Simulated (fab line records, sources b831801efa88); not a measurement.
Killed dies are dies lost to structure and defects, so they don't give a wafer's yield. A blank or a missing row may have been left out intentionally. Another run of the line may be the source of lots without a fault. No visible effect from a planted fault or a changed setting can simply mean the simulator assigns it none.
Chamber matching + flow gf180mcu + cmp-01 running GF_V4_CMP_04: 4 sister chambers
The step polishes SiO2. 4 wafers are shown with their chamber, then 10 later ones without.

EACH WAFER AND ITS CHAMBER
| wafer  | chamber | motor_current_A (A) |
|--------|---------|---------------------|
| L870.3 | 3       | 10.9                |
| L870.6 | 2       | 14.1                |
| L874.2 | 1       | 11.0                |
| L874.3 | 0       | 10.3                |

WAFERS WHOSE CHAMBER IS MISSING
| wafer  | motor_current_A (A) |
|--------|---------------------|
| L874.5 | 11.6                |
| L873.1 | 11.5                |
| L873.2 | 11.0                |
| L873.4 | 14.4                |
| L875.1 | 10.5                |
| L875.3 | 10.8                |
| L875.6 | 14.0                |
| L876.2 | 11.3                |
| L876.5 | 13.5                |
| L876.6 | 11.7                |

WHICH CHAMBER EACH WENT THROUGH
| wafer  | from the rows above          | in truth |
|--------|------------------------------|----------|
| L874.5 | can't be placed: 1 or 3 or 0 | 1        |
| L873.1 | can't be placed: 1 or 3 or 0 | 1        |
| L873.2 | can't be placed: 1 or 3 or 0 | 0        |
| L873.4 | 2                            | 2        |
| L875.1 | can't be placed: 0 or 3 or 1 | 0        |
| L875.3 | can't be placed: 3 or 1 or 0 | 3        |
| L875.6 | 2                            | 2        |
| L876.2 | can't be placed: 1 or 3 or 0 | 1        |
| L876.5 | 2                            | 2        |
| L876.6 | can't be placed: 1 or 3 or 0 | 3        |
Correctly placed: 3 of 10. From these rows, 7 cannot be placed; in 7 the true chamber is one of the candidates. 0 placed wrongly.
How it was worked out, from the rows above alone: a wafer's distance from a chamber is the root of the sum, over the readings, of the square of ((its reading less the chamber's mean) divided by the reading's scatter). If the next closest chamber is less than 2 further off than the closest, the wafer can't be placed; otherwise it belongs to the closest. A chamber's mean is the mean of its shown wafers. The scatter (one wafer shown for each chamber): square how far every hidden wafer sits from the nearest shown wafer, average those squares and take the square root.
